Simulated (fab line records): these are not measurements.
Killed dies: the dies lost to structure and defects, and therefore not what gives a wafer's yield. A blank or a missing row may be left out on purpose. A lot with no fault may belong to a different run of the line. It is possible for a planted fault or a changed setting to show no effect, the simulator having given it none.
Which tool was responsible? | flow gf180mcu | 13 lots, 39 wafers sampled, at 2 steps of a route of 602

== WHAT EACH GAUGE READ, for each wafer ==
GF_MIM_RS_MEAS_10: a four-point-probe measurement. Usual: MIM_ALCU_RS 0.1608 ohm/sq, standard deviation 0.0014.
lot  | measured     | on            | MIM_ALCU_RS (ohm/sq) | flag
L923 | day 24 18:52 | film metro-04 | 0.1590 0.1590 0.1592 |
L924 | day 25 04:04 | film metro-02 | 0.1607 0.1623 0.1624 |
L925 | day 25 14:56 | film metro-03 | 0.1633 0.1633 0.1636 |
L927 | day 26 05:33 | film metro-04 | 0.1589 0.1596 0.1591 |
L928 | day 26 11:25 | film metro-03 | 0.1606 0.1607 0.1603 |
L929 | day 26 20:14 | film metro-02 | 0.1601 0.1615 0.1612 |
L930 | day 27 04:49 | film metro-04 | 0.1622 0.1607 0.1602 |
L931 | day 27 17:13 | film metro-04 | 0.1607 0.1612 0.1609 |
L933 | day 28 07:31 | film metro-04 | 0.1610 0.1590 0.1608 |
L934 | day 28 11:11 | film metro-02 | 0.1595 0.1599 0.1608 |
L937 | day 29 06:26 | film metro-04 | 0.1606 0.1630 0.1613 |
L939 | day 30 01:29 | film metro-02 | 0.1625 0.1608 0.1610 |
L942 | day 30 18:31 | film metro-04 | 0.1615 0.1605 0.1601 |

GF_MIM_THK_MEAS_11: measures by xrf. Usual: MIM_ALCU_THK 199.8 nm, standard deviation 1.7.
lot  | measured     | on            | MIM_ALCU_THK (nm) | flag
L923 | day 24 18:59 | film metro-04 | 202.9 202.7 202.4 |
L924 | day 25 04:11 | film metro-02 | 200.0 197.1 198.0 |
L925 | day 25 15:04 | film metro-03 | 196.4 196.2 197.0 |
L927 | day 26 05:40 | film metro-04 | 203.3 202.6 201.8 |
L928 | day 26 11:32 | film metro-03 | 199.5 199.8 199.7 |
L929 | day 26 20:21 | film metro-02 | 201.5 200.2 199.5 |
L930 | day 27 04:56 | film metro-04 | 198.8 200.7 200.8 |
L931 | day 27 17:18 | film metro-04 | 200.5 199.4 200.9 |
L933 | day 28 07:38 | film metro-04 | 201.6 202.7 200.5 |
L934 | day 28 11:16 | film metro-02 | 200.7 200.5 200.5 |
L937 | day 29 06:33 | film metro-04 | 199.1 197.3 198.4 |
L939 | day 30 01:37 | film metro-02 | 197.0 198.5 199.4 |
L942 | day 30 18:38 | film metro-04 | 199.7 200.5 201.0 |

== WHICH TOOL RAN EACH LOT (tool, then ch and the chambers of the sampled wafers, then the start) ==
There is no process step in the record ahead of these readings.

== AS READ BY THE TOOLS THEMSELVES (means over the sampled wafers that have a number; for cases with no such wafer, the mark the record gives instead) ==
The record holds no such reading with a usual standard deviation.

== THE ANSWER, worked out from the rows above alone ==
Rule: a lot counts as off when the mean over its wafers that have a number is more than 3 standard deviations away from the usual mean. A lot without any number at a reading at which 4 lots or more have one is off too. Where the step has rows for the other lots, those lots are counted as sound. First the gauges in route order, then the tools' own readings, where a lot's mean is used as printed above. The first step at which some lot is off is used, and at that step the reading that is off furthest; a lot without a number counts as furthest.
None of the lots is off at any reading shown; this tells nothing.

== WHAT THE SIMULATOR HAD INSERTED ==
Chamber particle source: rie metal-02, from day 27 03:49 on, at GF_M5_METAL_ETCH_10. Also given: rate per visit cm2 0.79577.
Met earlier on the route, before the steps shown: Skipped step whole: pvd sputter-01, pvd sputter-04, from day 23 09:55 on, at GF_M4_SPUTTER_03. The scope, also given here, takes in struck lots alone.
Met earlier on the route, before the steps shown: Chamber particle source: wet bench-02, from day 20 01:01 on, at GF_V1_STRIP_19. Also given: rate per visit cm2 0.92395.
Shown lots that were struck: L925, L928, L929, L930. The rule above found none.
